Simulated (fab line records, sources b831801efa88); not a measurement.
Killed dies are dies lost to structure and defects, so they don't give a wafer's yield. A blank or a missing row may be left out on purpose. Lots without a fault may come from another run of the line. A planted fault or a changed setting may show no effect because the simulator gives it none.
A struck lot beside a sound one | flow sky130 | 20 steps out of a route of 708
Sound: wafers L415.3, L415.5, L415.6. Struck: wafers L420.2, L420.3, L420.6. The cause comes at the end.
At each step with rows: each side's tool, then ch and its chambers, then its first start. Under that, the readings that differ: sound wafers | struck wafers | difference of the means | sigmas: that difference in standard deviations of wafers without a fault.
alike: readings whose means differ by less than 2 such deviations, and words and numbers that are the same on both sides. not compared: withheld readings, readings that some wafer has no value for, bounds like >300 that may hide the same value, and numbers for which the record gives no deviation and whose values overlap.
The two part at a step that has a row with sigmas, a row that says differs or no value, or rows on one side only. Numbers that don't overlap but have no deviation are shown without sigmas and don't part them. A reading that every wafer of one side lacks parts them only if that side has two wafers or more.

SKY_FIELD_ISO_BOW_MEAS_00:
  sound on film_metro-01, day 3 12:02; struck on film_metro-01, day 4 13:01
  alike: INCOMING_BOW
then, 1 step without rows for these wafers: SKY_FIELD_ISO_OXIDATION_01 (stabilise 600 s, purge 300 s, target thk 12 nm).
SKY_FIELD_ISO_THK_MEAS_02:
  sound on film_metro-04, day 3 14:10; struck on film_metro-04, day 4 14:57
  alike: FIELD_ISO_OXIDATION_00_THK
then, 1 step without rows for these wafers: SKY_FIELD_ISO_CVD_03 (deposits Si3N4 from DCS/NH3, target thk 165 nm, time 2830 s).
SKY_FIELD_ISO_THK_MEAS_04:
  sound on film_metro-01, day 3 16:01; struck on film_metro-01, day 4 16:48
  alike: FIELD_ISO_CVD_03_THK
then, 5 steps without rows for these wafers: SKY_FIELD_ISO_DEHYDRATE_05 (time 60 s); SKY_FIELD_ISO_HMDS_06 (prime time 60 s); SKY_FIELD_ISO_COAT_07 (resist thk 60 nm); SKY_FIELD_ISO_COAT_08 (resist thk 450 nm); SKY_FIELD_ISO_SOFTBAKE_09 (time 90 s).
SKY_FIELD_ISO_EXPOSE_10: exposes mask FOM, target cd 150 nm.
  sound on krf_scanner-01 ch 0, day 4 00:32; struck on krf_scanner-01 ch 0, day 5 01:48
  reading              | sound             | struck            | difference | sigmas
  exposure_dose_mJ_cm2 | 28.00 28.03 28.00 | 29.56 29.52 29.54 | +1.53      | +44
  alike: mask, focus_offset_nm
then, 2 steps without rows for these wafers: SKY_FIELD_ISO_PEB_11; SKY_FIELD_ISO_DEVELOP_12 (develop time 60 s).
SKY_FIELD_ISO_CD_MEAS_13: target cd 150 nm.
  sound on cd_sem-01, day 4 09:01; struck on cd_sem-02, day 5 11:04
  reading    | sound             | struck            | difference | sigmas
  cd_nm (nm) | 150.5 150.1 149.5 | 139.5 140.4 139.4 | -10.3      | -7
  not compared: hold
SKY_FIELD_ISO_ETCH_14: etches BARC in N2/H2, stops on SiO2, time 45.9 s, target depth 60 nm.
  sound on rie_diel-04 ch 0,2, day 4 09:05; struck on rie_diel-03 ch 0,1,2, day 5 14:29
  reading                    | sound             | struck                                                                     | difference                   | sigmas
  hold                       | - - -             | await_dispo/3.3h/release await_dispo/3.3h/release await_dispo/3.3h/release | no value on the sound wafers |
  model.FIELD_ISO.cd_nm (nm) | 150.9 150.7 148.6 | 137.2 139.7 138.8                                                          | -11.5                        |
  alike: chamber_pressure_mTorr, drypump_motor_current_A, oes_product_au, throttle_valve_pct
  not compared: rf_hours_counter_h
SKY_FIELD_ISO_ETCH_15: etches the open film in CHF3/O2, stops on Si, target depth 180 nm, time 72 s.
  sound on rie_diel-04 ch 0,2, day 4 09:08; struck on rie_diel-03 ch 0,1,2, day 5 14:32
  alike: chamber_pressure_mTorr, drypump_motor_current_A, oes_product_au, throttle_valve_pct
  not compared: rf_hours_counter_h
SKY_FIELD_ISO_STRIP_16: strips in O2/N2.
  sound on plasma_asher-03 ch 0,1, day 4 09:14; struck on plasma_asher-03 ch 0,1, day 5 14:35
  alike: chamber_pressure_mTorr, drypump_motor_current_A, oes_product_au, strip_time_to_endpoint_s
  not compared: rf_hours_counter_h
SKY_FIELD_ISO_ETCH_17: etches Si in HBr/Cl2/O2, target depth 342 nm, time 97.7 s.
  sound on rie_si-01 ch 0,1,3, day 4 09:17; struck on rie_si-02 ch 2,3, day 5 14:41
  reading                    | sound             | struck            | difference | sigmas
  model.FIELD_ISO.cd_nm (nm) | 152.4 152.9 147.2 | 137.8 140.6 137.2 | -12.3      |
  alike: chamber_pressure_mTorr, drypump_motor_current_A, oes_product_au, throttle_valve_pct
  not compared: rf_hours_counter_h
then, 1 step without rows for these wafers: SKY_FIELD_ISO_WET_ETCH_18 (etches Si3N4 in H3PO4, target depth 25 nm, time 286 s).
-- the record jumps here: 44 days lie between the struck wafers' starts before and after (it left off in module FIELD_ISO and takes up again in module PAD_OPEN, whose first step shown is number 708 of the route) --
SKY_PAD_OPEN_PROBE_99:
  sound on prober-02, day 48 06:26; struck on prober-01, day 49 05:58
  reading                                 | sound             | struck            | difference | sigmas
  killed_at_M0_to_M3                      | 53 51 56          | 30 36 46          | -16        | -2
  killed_dies                             | 90 99 107         | 69 75 86          | -22        | -2
  killed_short                            | 48 44 55          | 28 35 41          | -14        | -2
  model.etest.res_pdiff.line_ohm_um       | 1393 1388 1416    | 1510 1453 1519    | +95        |
  model.etest.res_ndiff.line_ohm_um       | 744.2 741.6 762.6 | 831.6 800.3 835.5 | +73.0      |
  model.etest.sonos_uncharged.r_on_ohm_um | 795.8 804.6 831.4 | 833.9 839 846.8   | +29.3      |
  model.etest.res_pdiff.width_nm (nm)     | 146.4 146.7 140.8 | 131.4 134.7 130.8 | -12.3      |
  model.etest.res_ndiff.width_nm (nm)     | 159.3 159.8 154.4 | 144.3 147.5 143.3 | -12.8      |
  alike: killed_at_M4_up, killed_at_contacts, killed_at_front_end, killed_at_other, killed_open
  not compared: model.etest.pfet_g5v0d10v5.r_on_ohm_um, model.etest.sram_nfet_pass.drive_ua_um, model.etest.sram_pfet_latch.drive_ua_um

WHERE THEY PART
First at SKY_FIELD_ISO_EXPOSE_10; last, within this record, at SKY_PAD_OPEN_PROBE_99.

WHY: what the simulator had put in
Process parameter drift: krf_scanner-01, from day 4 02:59 on, at SKY_FIELD_ISO_EXPOSE_10. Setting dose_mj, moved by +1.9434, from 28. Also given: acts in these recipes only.
